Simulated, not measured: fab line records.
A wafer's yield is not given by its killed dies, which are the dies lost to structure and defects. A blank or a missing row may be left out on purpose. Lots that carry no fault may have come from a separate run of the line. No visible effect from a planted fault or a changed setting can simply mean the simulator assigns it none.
One fault seen from 2 desks || flow gf180mcu || what lay behind the numbers comes last; until then each desk has only its own

## THE TOOL OWNER'S DESK: pvdSputter-04
The tool's own readings at GF_M4_SPUTTER_03 (material Ti, target thk 10 nm, time 6.7 s): means of the sampled wafers that have a number, for each lot that ran on this tool. Any lot whose mean is over 4 standard deviations away from the usual mean is out of limits and marked OUT; that distance is given in the brackets.
Columns: A = throttleValvePct at GF_M4_SPUTTER_03, usual 30.0 %
{"lot": "L292", "first seen here": "day 24 17:31", "A": 29.7}
{"lot": "L293", "first seen here": "day 25 03:09", "A": 30.4}
This desk's finding: nothing out of limits on any of the 2 lots.

## AT THE METROLOGY DESK
Means of the sampled wafers that have a number, per lot and without regard to the tool the lot ran on: this is what the gauges read. Any lot whose mean is over 4 standard deviations away from the usual mean is out of limits and marked OUT; that distance is given in the brackets.
Columns: A = cdNm at GF_V5_CD_MEAS_14, usual 259.8 nm; B = TOP_METAL_ALCU_RS at GF_TOP_METAL_RS_MEAS_05, usual 0.0327 ohm/sq
{"lot": "L286", "first seen here": "day 27 02:56", "A": 259.2, "B": 0.0326}
{"lot": "L288", "first seen here": "day 27 17:06", "A": 260.1, "B": 0.0325}
{"lot": "L289", "first seen here": "day 27 21:59", "A": 261.0, "B": 0.0327}
{"lot": "L290", "first seen here": "day 28 08:19", "A": 261.9, "B": 0.0323}
{"lot": "L292", "first seen here": "day 29 06:24", "A": 259.0, "B": 0.0326}
{"lot": "L293", "first seen here": "day 29 11:52", "A": 259.7, "B": 0.0326}
{"lot": "L297", "first seen here": "day 30 21:27", "A": 258.1, "B": 0.0330}
{"lot": "L298", "first seen here": "day 31 09:52", "A": 261.6, "B": 0.0327}
{"lot": "L299", "first seen here": "day 31 11:23", "A": 259.4, "B": 0.0328}
{"lot": "L301", "first seen here": "day 31 22:24", "A": 260.4, "B": 0.0328}
{"lot": "L305", "first seen here": "day 32 14:23", "A": 259.4, "B": 0.0322}
{"lot": "L307", "first seen here": "day 33 00:13", "A": 258.4, "B": 0.0328}
{"lot": "L309", "first seen here": "day 33 11:26", "A": 260.3, "B": 0.0325}
This desk's finding: nothing out of limits on any of the 13 lots.

## BROUGHT TOGETHER
Nothing out of limits was seen by the tool owner's desk.
Nothing out of limits was seen by the metrology desk.

## WHAT THE SIMULATOR PUT IN
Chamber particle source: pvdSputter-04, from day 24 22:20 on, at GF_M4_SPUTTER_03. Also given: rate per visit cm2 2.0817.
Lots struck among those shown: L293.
